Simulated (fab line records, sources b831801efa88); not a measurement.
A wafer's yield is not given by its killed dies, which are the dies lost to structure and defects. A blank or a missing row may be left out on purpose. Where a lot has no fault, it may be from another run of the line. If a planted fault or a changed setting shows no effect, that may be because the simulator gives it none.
Matching of chambers ; flow gf180mcu ; GF_V2_ETCH_17 on rie diel-01: 4 sister chambers
The step etches SiO2 in C4F8/O2/Ar, stops on TiN, target depth 630 nm. 4 wafers are shown with their chamber, then 8 later ones without.

== WAFERS PAIRED WITH THEIR CHAMBERS ==
wafer;chamber;bias w (W)
L912.3;0;1201
L914.1;3;1199
L914.2;1;1206
L915.1;2;1199

== WAFERS WITH NO CHAMBER GIVEN ==
wafer;bias w (W)
L915.2;1196
L915.6;1205
L916.1;1200
L916.2;1202
L916.3;1201
L918.1;1198
L918.3;1201
L918.4;1196

== THE CHAMBER EACH PASSED THROUGH ==
wafer;from the rows above;in truth
L915.2;can't be placed: 2 or 3 or 0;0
L915.6;can't be placed: 1 or 0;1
L916.1;can't be placed: 0 or 2 or 3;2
L916.2;can't be placed: 0 or 2 or 3 or 1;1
L916.3;can't be placed: 0 or 2 or 3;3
L918.1;can't be placed: 2 or 3 or 0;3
L918.3;can't be placed: 0 or 2 or 3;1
L918.4;can't be placed: 2 or 3 or 0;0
Correctly placed: 0 of 8. Cannot be placed on the basis of these rows: 8; the candidates contain the true chamber in 7. 0 placed wrongly.
How it was worked out, from the rows above alone: a wafer's distance from a chamber is the root of the sum, over the readings, of the square of ((its reading less the chamber's mean) divided by the reading's scatter). The wafer belongs to the nearest chamber; if the next one is less than 2 further off, it can't be placed. For every chamber, the mean is computed from those of its wafers that are shown. The scatter: with one shown wafer a chamber, the root of the mean of the squares of how far each hidden wafer lies from its nearest shown one.
